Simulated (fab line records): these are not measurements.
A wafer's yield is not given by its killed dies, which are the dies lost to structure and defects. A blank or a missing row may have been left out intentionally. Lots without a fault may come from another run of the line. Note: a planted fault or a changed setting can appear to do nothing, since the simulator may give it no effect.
Matching of chambers ; flow gf180mcu ; 4 sister chambers for GF_V4_ETCH_16 on rie diel-03
The step etches BARC in N2/H2. 18 wafers are shown with their chamber, then 9 later ones without.

EACH WAFER AND ITS CHAMBER
wafer;chamber;drypump motor current A (A);bias w (W);throttle valve pct (%)
L074.1;0;6.3;100.55;13.224
L074.2;3;6.0;99.83;13.225
L074.3;1;6.4;100.06;13.214
L076.2;2;5.1;100.51;13.237
L076.4;3;6.0;100.04;13.234
L076.5;3;6.0;100.08;13.215
L082.3;3;6.0;100.03;13.228
L082.4;0;6.3;99.83;13.225
L082.5;1;6.3;100.10;13.233
L086.2;3;6.0;99.73;13.241
L086.4;2;5.1;99.79;13.230
L086.6;2;5.1;99.93;13.223
L087.1;2;5.1;99.79;13.222
L087.2;3;6.0;99.98;13.234
L087.5;3;6.0;100.00;13.223
L089.2;2;5.1;100.34;13.226
L089.3;3;6.0;99.81;13.217
L089.4;2;5.1;100.02;13.237

SIGNATURES (averages over the wafers above)
reading;chamber 0;chamber 1;chamber 2;chamber 3;scatter within a chamber
drypump motor current A;6.300;6.350;5.100;6.000;0.0189
bias w;100.1900;100.0800;100.0633;99.9375;0.242
throttle valve pct;13.22450;13.22350;13.22917;13.22713;0.00829
Rule: a wafer lies at a distance from a chamber equal to the root of the sum of squares, over the readings, of (its reading less the chamber's mean, divided by the reading's scatter). If the next closest chamber is less than 2 further off than the closest, the wafer can't be placed; otherwise it belongs to the closest. The scatter: take each reading less its chamber's mean, square it, sum over the shown wafers, divide by the number of wafers less the number of chambers, and take the root.

WAFERS WHOSE CHAMBER IS MISSING
wafer;drypump motor current A (A);bias w (W);throttle valve pct (%)
L092.1;6.3;100.16;13.224
L092.2;6.4;100.19;13.236
L092.5;6.4;100.16;13.226
L093.2;6.4;100.16;13.222
L093.5;6.4;100.12;13.232
L093.6;6.3;100.72;13.240
L097.2;6.0;100.03;13.213
L097.4;6.3;100.02;13.227
L097.6;6.0;99.91;13.220

CHAMBER TAKEN BY EACH
wafer;from the rows above;in truth
L092.1;0;0
L092.2;1;1
L092.5;1;1
L093.2;1;1
L093.5;1;1
L093.6;can't be placed: 0 or 1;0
L097.2;3;3
L097.4;can't be placed: 0 or 1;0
L097.6;3;3
Correctly placed: 7 of 9. Unplaceable from these rows: 2, with the true chamber sitting among the candidates in 2. 0 placed wrongly.
